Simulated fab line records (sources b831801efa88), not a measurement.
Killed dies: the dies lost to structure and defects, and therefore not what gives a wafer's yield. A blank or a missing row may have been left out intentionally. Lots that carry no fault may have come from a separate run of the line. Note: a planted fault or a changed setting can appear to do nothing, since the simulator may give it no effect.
A struck lot beside a sound one    flow sky130    15 out of 708 route steps
Sound: wafers L723.2, L723.3, L723.6. Wafers struck: L722.1, L722.3, L722.4. The cause is given at the end.
At each step with rows: each side's tool, then ch and its chambers, then its first start. Under that, the readings that differ: sound wafers    struck wafers    difference of the means    sigmas: that difference in standard deviations of wafers without a fault.
alike: readings with means less than 2 such deviations apart, plus words and numbers identical on both sides. not compared: withheld readings, readings lacking a value on some wafer, bounds such as >300 that could conceal the same value, and numbers that have no deviation in the record and whose values overlap.
A row with sigmas, a row that says differs or no value, or rows on one side alone: a step with any of these is where the two part. Non-overlapping numbers with no deviation appear without sigmas and do not part them. A reading that every wafer of one side lacks parts them only if that side has two wafers or more.

SKY_VIA1_BOW_MEAS_03:
  sound on filmMetro-02, day 39 17:16; struck on filmMetro-02, day 39 00:27
  alike: VIA1_BOW
then, 8 steps without rows for these wafers: SKY_VIA1_DEHYDRATE_04 (time 60 s); SKY_VIA1_HMDS_05 (prime time 60 s); SKY_VIA1_COAT_06 (resist thk 60 nm); SKY_VIA1_COAT_07 (resist thk 450 nm); SKY_VIA1_SOFTBAKE_08 (time 90 s); SKY_VIA1_EXPOSE_09 (exposes mask VIM, target cd 150 nm); SKY_VIA1_PEB_10; SKY_VIA1_DEVELOP_11 (develop time 60 s).
SKY_VIA1_CD_MEAS_12: the cd target is 150 nm.
  sound on cdSem-01, day 40 18:00; struck on cdSem-01, day 40 00:59
  alike: cdNm
SKY_VIA1_OVL_MEAS_13:
  sound on overlay-02, day 40 18:07; struck on overlay-02, day 40 01:07
  alike: VIA1_OVL
SKY_VIA1_ETCH_14: etches BARC in N2/H2, stops on SiO2, time 45.9 s, target depth 60 nm.
  sound on rieDiel-04 ch 0,2,3, day 40 18:08; struck on rieDiel-04 ch 0,1,2, day 40 01:09
  alike: biasW, chamberPressureMTorr, drypumpMotorCurrentA, oesProductAu, throttleValvePct
  not compared: rfHoursCounterH
SKY_VIA1_ETCH_15: etches SiO2 in C4F8/O2/Ar, stops on TiN, target depth 351 nm, time 54 s.
  sound on rieDiel-04 ch 0,2,3, day 40 18:11; struck on rieDiel-04 ch 0,1,2, day 40 01:11
  no value came back on the struck wafers for biasW (W), chamberPressureMTorr (mTorr), oesProductAu (a.u.), timeS (s); on the sound wafers biasW (W) reads 1199 1198 1201
reading                                     sound              struck         difference  sigmas
model.KrF-thick_of_VIA1_COAT_07.thkNm (nm)  323.3 320.8 324.8  393 393.8 393  +70         
  not compared: rfHoursCounterH
SKY_VIA1_STRIP_16: strips in O2/N2.
  sound on plasmaAsher-03 ch 0,1, day 40 18:14; struck on plasmaAsher-01 ch 0,1, day 40 01:14
reading                   sound              struck             difference  sigmas
oesProductAu (a.u.)       0.420 0.419 0.410  0.448 0.451 0.446  +0.032      +7
stripTimeToEndpointS (s)  4.473 4.446 4.475  5.198 5.206 5.201  +0.737      +35
  alike: chamberPressureMTorr, drypumpMotorCurrentA
  not compared: rfHoursCounterH
then, 1 step without rows for these wafers: SKY_VIA1_STRIP_17 (strips in post etch residue remover, time 1200 s).

== WHERE THEY PART ==
Earliest at SKY_VIA1_ETCH_15; latest, in this record, at SKY_VIA1_STRIP_16.

WHY: what the simulator had put in
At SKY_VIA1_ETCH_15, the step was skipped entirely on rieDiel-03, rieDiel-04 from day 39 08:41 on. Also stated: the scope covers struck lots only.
